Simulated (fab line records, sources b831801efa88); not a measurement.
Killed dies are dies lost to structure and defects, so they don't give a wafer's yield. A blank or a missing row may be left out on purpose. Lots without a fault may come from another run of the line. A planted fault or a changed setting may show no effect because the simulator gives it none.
A struck lot beside a sound one | flow sky130 | 44 steps out of a route of 708
Sound: wafers L195.1, L195.2, L195.5. Struck: wafers L192.1, L192.2, L192.4. The cause comes at the end.
At each step with rows: each side's tool, then ch and its chambers, then its first start. Under that, the readings that differ: sound wafers | struck wafers | difference of the means | sigmas: that difference in standard deviations of wafers without a fault.
alike: readings whose means differ by less than 2 such deviations, and words and numbers that are the same on both sides. not compared: withheld readings, readings that some wafer has no value for, bounds like >300 that may hide the same value, and numbers for which the record gives no deviation and whose values overlap.
The two part at a step that has a row with sigmas, a row that says differs or no value, or rows on one side only. Numbers that don't overlap but have no deviation are shown without sigmas and don't part them. A reading that every wafer of one side lacks parts them only if that side has two wafers or more.

first, 8 steps without rows for these wafers: SKY_DNWELL_DEHYDRATE_00 (time 60 s); SKY_DNWELL_HMDS_01 (prime time 60 s); SKY_DNWELL_COAT_02 (resist thk 3000 nm); SKY_DNWELL_SOFTBAKE_03; SKY_DNWELL_EXPOSE_04 (exposes mask DNM, target cd 3000 nm); SKY_DNWELL_PEB_05; SKY_DNWELL_DEVELOP_06 (develop time 60 s); SKY_DNWELL_IMPLANT_07.
SKY_DNWELL_STRIP_08: strips in O2/N2.
  sound on plasma_asher-02 ch 0,1, day 6 23:10; struck on plasma_asher-02 ch 0,1, day 6 07:10
  alike: drypump_motor_current_A, oes_product_au, strip_time_to_endpoint_s
  not compared: rf_hours_counter_h
SKY_DNWELL_TW_MEAS_09:
  sound on film_metro-01, day 6 23:16; struck on film_metro-02, day 6 07:16
  alike: DNWELL_TW
then, 2 steps without rows for these wafers: SKY_PWDE_DEHYDRATE_00 (time 60 s); SKY_PWDE_HMDS_01 (prime time 60 s).
SKY_PWDE_COAT_02: resist thk 3000 nm.
  sound on litho_track-04 ch 0, day 7 09:17; struck on litho_track-01 ch 0, day 6 16:10
  reading                                | sound          | struck            | difference | sigmas
  model.coat_of_PWDE_COAT_02.thk_nm (nm) | 3005 3006 3007 | 299.3 299.5 300.3 | -2706.3    |
  alike: dispense_pressure_kPa
then, 3 steps without rows for these wafers: SKY_PWDE_SOFTBAKE_03; SKY_PWDE_EXPOSE_04 (exposes mask PWDEM, target cd 840 nm); SKY_PWDE_PEB_05.
SKY_PWDE_DEVELOP_06: develop time 60 s.
  sound on litho_track-02 ch 0; struck on litho_track-04 ch 0
  reading                                | sound          | struck            | difference | sigmas
  model.coat_of_PWDE_COAT_02.thk_nm (nm) | 3001 3002 3003 | 295.1 295.2 296.1 | -2706.5    |
SKY_PWDE_OVL_MEAS_07:
  sound on overlay-02, day 7 19:41; struck on overlay-01, day 7 02:17
  alike: PWDE_OVL
then, 1 step without rows for these wafers: SKY_PWDE_IMPLANT_08.
SKY_PWDE_STRIP_09: strips in O2/N2.
  sound on plasma_asher-01 ch 0,1, day 7 19:52; struck on plasma_asher-01 ch 0,1, day 7 02:28
  reading                      | sound             | struck            | difference | sigmas
  oes_product_au (a.u.)        | 0.714 0.710 0.716 | 0.417 0.419 0.421 | -0.294     | -63
  strip_time_to_endpoint_s (s) | 36.97 36.96 37.00 | 4.32 4.35 4.33    | -32.64     | -99 or more
  alike: drypump_motor_current_A
  not compared: rf_hours_counter_h
SKY_PWDE_TW_MEAS_10:
  sound on film_metro-02, day 7 19:58; struck on film_metro-01, day 7 02:34
  alike: PWDE_TW
then, 7 steps without rows for these wafers: SKY_NWELL_DEHYDRATE_03 (time 60 s); SKY_NWELL_HMDS_04 (prime time 60 s); SKY_NWELL_COAT_05 (resist thk 2950 nm); SKY_NWELL_SOFTBAKE_06; SKY_NWELL_EXPOSE_07 (exposes mask NWM, target cd 840 nm); SKY_NWELL_PEB_08; SKY_NWELL_DEVELOP_09 (develop time 60 s).
SKY_NWELL_OVL_MEAS_10:
  sound on overlay-01, day 8 16:29; struck on overlay-02, day 7 22:26
  alike: NWELL_00_OVL
then, 3 steps without rows for these wafers: SKY_NWELL_IMPLANT_11; SKY_NWELL_IMPLANT_12; SKY_NWELL_IMPLANT_13.
SKY_NWELL_STRIP_14: strips in O2/N2.
  sound on plasma_asher-03 ch 0,1, day 8 16:58; struck on plasma_asher-03 ch 0,1, day 7 22:55
  alike: drypump_motor_current_A, oes_product_au, strip_time_to_endpoint_s
  not compared: rf_hours_counter_h
SKY_NWELL_TW_MEAS_15:
  sound on film_metro-02, day 8 17:04; struck on film_metro-03, day 7 23:01
  alike: NWELL_TW
then, 7 steps without rows for these wafers: SKY_NWELL_DEHYDRATE_16 (time 60 s); SKY_NWELL_HMDS_17 (prime time 60 s); SKY_NWELL_COAT_18 (resist thk 3000 nm); SKY_NWELL_SOFTBAKE_19; SKY_NWELL_EXPOSE_20 (exposes mask NWM COMPLEMENT, target cd 840 nm); SKY_NWELL_PEB_21; SKY_NWELL_DEVELOP_22 (develop time 57.6 s).
SKY_NWELL_OVL_MEAS_23:
  sound on overlay-02, day 9 14:14; struck on overlay-01, day 8 18:56
  alike: NWELL_01_OVL
SKY_NWELL_TW_MEAS_26:
  sound on film_metro-03, day 9 14:31; struck on film_metro-01, day 8 19:13
  reading    | sound             | struck            | difference | sigmas
  NWELL_2_TW | 496.6 499.9 494.9 | 550.0 552.7 551.2 | +54.2      | +23
-- the record jumps here: 40 days lie between the struck wafers' starts before and after (it left off in module NWELL and takes up again in module PAD_OPEN, whose first step shown is number 708 of the route) --
SKY_PAD_OPEN_PROBE_99:
  sound on prober-02, day 49 19:20; struck on prober-01, day 49 02:53
  reading             | sound    | struck      | difference | sigmas
  killed_at_front_end | 12 12 11 | 437 431 413 | +415       | +83
  killed_dies         | 74 89 92 | 492 492 492 | +407       | +47
  killed_on_rim       | 15 23 13 | 96 96 96    | +79        | +20
  alike: killed_at_M0_to_M3, killed_at_M4_up, killed_at_contacts, killed_at_other, killed_open, killed_short

WHERE THEY PART
First at SKY_PWDE_STRIP_09; last, within this record, at SKY_PAD_OPEN_PROBE_99.

WHY: what the simulator had put in
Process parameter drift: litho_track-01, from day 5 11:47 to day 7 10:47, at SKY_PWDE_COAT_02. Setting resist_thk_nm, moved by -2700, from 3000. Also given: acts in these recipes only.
